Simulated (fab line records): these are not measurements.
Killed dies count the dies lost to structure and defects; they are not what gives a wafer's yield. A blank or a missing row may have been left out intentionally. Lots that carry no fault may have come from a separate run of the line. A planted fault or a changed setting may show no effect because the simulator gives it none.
Struck lot and sound lot, side by side    flow gf180mcu    15 steps out of a route of 602
Sound: wafers L968.1, L968.4, L968.5. Struck: wafer L977.4 (L977.1, L977.6, from the same lot, were not struck and are left out); the cause is given at the end.
Each step with rows lists, per side, the tool, then ch with its chambers, then its first start. Under that, the readings that differ: sound wafers    struck wafers    difference of the means    sigmas: that difference in standard deviations of wafers without a fault.
alike: readings whose means differ by less than 2 such deviations, and words and numbers that are the same on both sides. not compared: withheld readings, readings that some wafer has no value for, bounds like >300 that may hide the same value, and numbers for which the record gives no deviation and whose values overlap.
The two part at a step that has a row with sigmas, a row that says differs or no value, or rows on one side only. Non-overlapping numbers with no deviation appear without sigmas and do not part them. A reading that every wafer of one side lacks parts them only if that side has two wafers or more.

first, 4 steps without rows for these wafers: GF_V5_SOFTBAKE_10 (time 60 s); GF_V5_EXPOSE_11 (exposes mask Via5, target cd 260 nm); GF_V5_PEB_12 (peb time 90 s); GF_V5_DEVELOP_13 (develop time 60 s).
GF_V5_CD_MEAS_14: target cd 260 nm.
  sound: cd_sem-02 at day 30 01:52; struck: cd_sem-01 at day 32 11:22
  alike: cd_nm
GF_V5_OVL_MEAS_15:
  sound: overlay-01 at day 30 01:59; struck: overlay-01 at day 32 11:29
reading      sound  struck  difference  sigmas
V5_OVL (nm)  1 4 2  -11     -13         -3
GF_V5_ETCH_16: etches BARC in N2/H2.
  sound on rie_diel-04 ch 2,3, day 30 02:02; struck on rie_diel-04 ch 3, day 32 11:31
reading                sound              struck  difference  sigmas
oes_product_au (a.u.)  0.863 0.853 0.856  0.847   -0.010      -2
  alike: drypump_motor_current_A, throttle_valve_pct
GF_V5_ETCH_17: etches SiO2 in C4F8/O2/Ar, stops on TiN, target depth 855 nm.
  sound on rie_diel-04 ch 2,3; struck on rie_diel-04 ch 3
  alike: oes_product_au
GF_V5_STRIP_18: strips in O2/N2.
  sound on plasma_asher-04 ch 0,1, day 30 02:11; struck on plasma_asher-02 ch 0, day 32 11:40
reading                      sound           struck  difference  sigmas
drypump_motor_current_A (A)  6.01 6.04 6.00  5.35    -0.67       -3
  alike: heater_power_w, oes_product_au
  not compared: rf_hours_counter_h
then, 2 steps without rows for these wafers: GF_V5_STRIP_19 (strips in post etch residue remover, time 1200 s); GF_V5_CLEAN_20 (cleans in DIW).
GF_V5_SPUTTER_21: material Ti, target thk 15 nm, time 80.02 s.
  sound: pvd_sputter-01 at day 30 02:43; struck: pvd_sputter-02 at day 32 12:13
  alike: throttle_valve_pct
GF_V5_SPUTTER_22: material TiN, target thk 10 nm, time 40 s.
  sound: pvd_sputter-01 at day 30 02:46; struck: pvd_sputter-02 at day 32 12:16
reading                                 sound              struck  difference  sigmas
model.TiN_of_V5_SPUTTER_22.thk_nm (nm)  9.942 10.05 10.03  7.663   -2.344      
  alike: throttle_valve_pct
GF_V5_CVD_23: deposits W, target thk 350 nm, time 104.9 s.
  sound on cvd_w-02 ch 0, day 30 02:49; struck on cvd_w-01 ch 0, day 32 12:19
  alike: heater_power_w
GF_PASSIVATION_PROBE_99:
  rows exist in the record for the struck wafers here (prober-02, day 34 01:06), but not for the sound ones

== WHERE THEY PART ==
Earliest at GF_V5_OVL_MEAS_15; latest, in this record, at GF_PASSIVATION_PROBE_99.

WHY: what had been put in by the simulator
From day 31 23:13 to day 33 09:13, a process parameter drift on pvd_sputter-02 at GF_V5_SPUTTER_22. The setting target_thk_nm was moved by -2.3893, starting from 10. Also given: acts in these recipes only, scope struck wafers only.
